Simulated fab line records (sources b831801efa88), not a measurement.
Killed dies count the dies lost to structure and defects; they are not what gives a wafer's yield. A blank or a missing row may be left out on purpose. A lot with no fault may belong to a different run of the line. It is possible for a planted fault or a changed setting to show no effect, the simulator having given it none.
Matching of chambers || flow gf180mcu || cmp-02 running GF_STI_CMP_25: 4 sister chambers
The step polishes, stops on Si3N4, t overpolish 33 s, target thk 524.6 nm. 18 wafers are shown with their chamber, then 9 later ones without.

== WAFERS, EACH WITH ITS CHAMBER ==
{"wafer": "L074.2", "chamber": 2, "motor_current_A (A)": 14.0, "time_to_endpoint_s (s)": 115, "overpolish_run_s (s)": 32.989}
{"wafer": "L074.4", "chamber": 3, "motor_current_A (A)": 13.2, "time_to_endpoint_s (s)": 124, "overpolish_run_s (s)": 32.995}
{"wafer": "L074.5", "chamber": 1, "motor_current_A (A)": 10.4, "time_to_endpoint_s (s)": 124, "overpolish_run_s (s)": 33.003}
{"wafer": "L078.1", "chamber": 0, "motor_current_A (A)": 14.4, "time_to_endpoint_s (s)": 124, "overpolish_run_s (s)": 33.001}
{"wafer": "L078.3", "chamber": 1, "motor_current_A (A)": 9.6, "time_to_endpoint_s (s)": 127, "overpolish_run_s (s)": 32.994}
{"wafer": "L078.6", "chamber": 3, "motor_current_A (A)": 13.4, "time_to_endpoint_s (s)": 126, "overpolish_run_s (s)": 33.000}
{"wafer": "L084.2", "chamber": 2, "motor_current_A (A)": 14.2, "time_to_endpoint_s (s)": 123, "overpolish_run_s (s)": 33.007}
{"wafer": "L084.3", "chamber": 3, "motor_current_A (A)": 13.5, "time_to_endpoint_s (s)": 127, "overpolish_run_s (s)": 33.006}
{"wafer": "L084.4", "chamber": 1, "motor_current_A (A)": 10.2, "time_to_endpoint_s (s)": 126, "overpolish_run_s (s)": 32.995}
{"wafer": "L085.1", "chamber": 1, "motor_current_A (A)": 10.4, "time_to_endpoint_s (s)": 128, "overpolish_run_s (s)": 33.007}
{"wafer": "L085.3", "chamber": 2, "motor_current_A (A)": 14.8, "time_to_endpoint_s (s)": 119, "overpolish_run_s (s)": 33.001}
{"wafer": "L085.6", "chamber": 3, "motor_current_A (A)": 13.0, "time_to_endpoint_s (s)": 128, "overpolish_run_s (s)": 33.000}
{"wafer": "L086.1", "chamber": 1, "motor_current_A (A)": 9.8, "time_to_endpoint_s (s)": 122, "overpolish_run_s (s)": 33.003}
{"wafer": "L086.3", "chamber": 0, "motor_current_A (A)": 14.0, "time_to_endpoint_s (s)": 118, "overpolish_run_s (s)": 33.011}
{"wafer": "L086.6", "chamber": 0, "motor_current_A (A)": 13.3, "time_to_endpoint_s (s)": 121, "overpolish_run_s (s)": 32.995}
{"wafer": "L090.3", "chamber": 3, "motor_current_A (A)": 12.8, "time_to_endpoint_s (s)": 123, "overpolish_run_s (s)": 32.995}
{"wafer": "L090.4", "chamber": 0, "motor_current_A (A)": 13.4, "time_to_endpoint_s (s)": 123, "overpolish_run_s (s)": 33.009}
{"wafer": "L090.6", "chamber": 3, "motor_current_A (A)": 13.3, "time_to_endpoint_s (s)": 128, "overpolish_run_s (s)": 33.011}

SIGNATURES, as means of the wafers listed above
{"reading": "motor_current_A", "chamber 0": 13.775, "chamber 1": 10.080, "chamber 2": 14.333, "chamber 3": 13.200, "scatter within a chamber": 0.38}
{"reading": "time_to_endpoint_s", "chamber 0": 121.50, "chamber 1": 125.40, "chamber 2": 119.00, "chamber 3": 126.00, "scatter within a chamber": 2.65}
{"reading": "overpolish_run_s", "chamber 0": 33.00400, "chamber 1": 33.00040, "chamber 2": 32.99900, "chamber 3": 33.00117, "scatter within a chamber": 0.00686}
Rule: distance of a wafer from a chamber = root of the sum over the readings of ((wafer's reading minus chamber's mean) / reading's scatter) squared. If the next closest chamber is less than 2 further off than the closest, the wafer can't be placed; otherwise it belongs to the closest. The scatter: take each reading less its chamber's mean, square it, sum over the shown wafers, divide by the number of wafers less the number of chambers, and take the root.

== WAFERS WITH NO CHAMBER GIVEN ==
{"wafer": "L091.1", "motor_current_A (A)": 14.4, "time_to_endpoint_s (s)": 111, "overpolish_run_s (s)": 33.017}
{"wafer": "L091.4", "motor_current_A (A)": 10.1, "time_to_endpoint_s (s)": 124, "overpolish_run_s (s)": 33.014}
{"wafer": "L091.6", "motor_current_A (A)": 13.7, "time_to_endpoint_s (s)": 128, "overpolish_run_s (s)": 33.005}
{"wafer": "L092.4", "motor_current_A (A)": 13.8, "time_to_endpoint_s (s)": 125, "overpolish_run_s (s)": 32.990}
{"wafer": "L092.5", "motor_current_A (A)": 10.5, "time_to_endpoint_s (s)": 126, "overpolish_run_s (s)": 33.016}
{"wafer": "L092.6", "motor_current_A (A)": 14.8, "time_to_endpoint_s (s)": 121, "overpolish_run_s (s)": 32.992}
{"wafer": "L094.1", "motor_current_A (A)": 15.1, "time_to_endpoint_s (s)": 123, "overpolish_run_s (s)": 32.991}
{"wafer": "L094.4", "motor_current_A (A)": 10.0, "time_to_endpoint_s (s)": 127, "overpolish_run_s (s)": 32.994}
{"wafer": "L094.5", "motor_current_A (A)": 12.7, "time_to_endpoint_s (s)": 131, "overpolish_run_s (s)": 32.997}

== WHICH CHAMBER EACH ONE RAN IN ==
{"wafer": "L091.1", "from the rows above": "can't be placed: 2 or 0", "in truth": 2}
{"wafer": "L091.4", "from the rows above": 1, "in truth": 1}
{"wafer": "L091.6", "from the rows above": "can't be placed: 3 or 0", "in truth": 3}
{"wafer": "L092.4", "from the rows above": "can't be placed: 3 or 0 or 2", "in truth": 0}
{"wafer": "L092.5", "from the rows above": 1, "in truth": 1}
{"wafer": "L092.6", "from the rows above": "can't be placed: 2 or 0", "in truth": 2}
{"wafer": "L094.1", "from the rows above": "can't be placed: 2 or 0", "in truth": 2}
{"wafer": "L094.4", "from the rows above": 1, "in truth": 1}
{"wafer": "L094.5", "from the rows above": 3, "in truth": 3}
4 of 9 placed correctly. Unplaceable from these rows: 5, with the true chamber sitting among the candidates in 5. Wrongly placed: 0.
